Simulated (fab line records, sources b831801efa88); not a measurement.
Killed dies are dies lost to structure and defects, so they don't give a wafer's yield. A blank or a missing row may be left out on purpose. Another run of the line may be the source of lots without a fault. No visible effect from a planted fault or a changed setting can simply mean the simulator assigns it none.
Matching of chambers ; flow gf180mcu ; GF_V4_CVD_02 on pecvd-01 has 3 sister chambers
The step deposits SiO2 from TEOS, target thk 850 nm, time 94.851 s. 16 wafers are shown with their chamber, then 8 later ones without.

WAFERS WITH THEIR CHAMBER
wafer;chamber;heater power w (W)
L074.1;0;804
L074.2;2;947
L074.3;1;701
L074.4;2;732
L074.5;1;745
L074.6;0;809
L079.1;0;850
L079.3;1;695
L079.4;0;864
L081.1;1;689
L081.4;2;871
L081.6;0;714
L090.2;1;709
L090.3;2;828
L090.5;2;849
L092.2;0;798

SIGNATURES, as means of the wafers listed above
reading;chamber 0;chamber 1;chamber 2;scatter within a chamber
heater power w;806.50;707.80;845.40;55.4
Rule: for a wafer and a chamber, the distance is found by dividing, reading by reading, the gap between the wafer's reading and the chamber's mean by the reading's scatter, squaring, summing and taking the root. The wafer belongs to the nearest chamber; if the next one is less than 2 further off, it can't be placed. The scatter: take each reading less its chamber's mean, square it, sum over the shown wafers, divide by the number of wafers less the number of chambers, and take the root.

WAFERS MISSING THEIR CHAMBER
wafer;heater power w (W)
L092.3;858
L092.6;865
L096.2;751
L096.4;906
L096.5;812
L097.2;823
L097.4;839
L097.5;726

THE CHAMBER EACH PASSED THROUGH
wafer;from the rows above;in truth
L092.3;can't be placed: 2 or 0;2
L092.6;can't be placed: 2 or 0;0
L096.2;can't be placed: 1 or 0 or 2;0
L096.4;can't be placed: 2 or 0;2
L096.5;can't be placed: 0 or 2 or 1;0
L097.2;can't be placed: 0 or 2 or 1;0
L097.4;can't be placed: 2 or 0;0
L097.5;can't be placed: 1 or 0 or 2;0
Correctly placed: 0 of 8. From these rows, 8 cannot be placed; in 8 the true chamber is one of the candidates. Wrongly placed: 0.
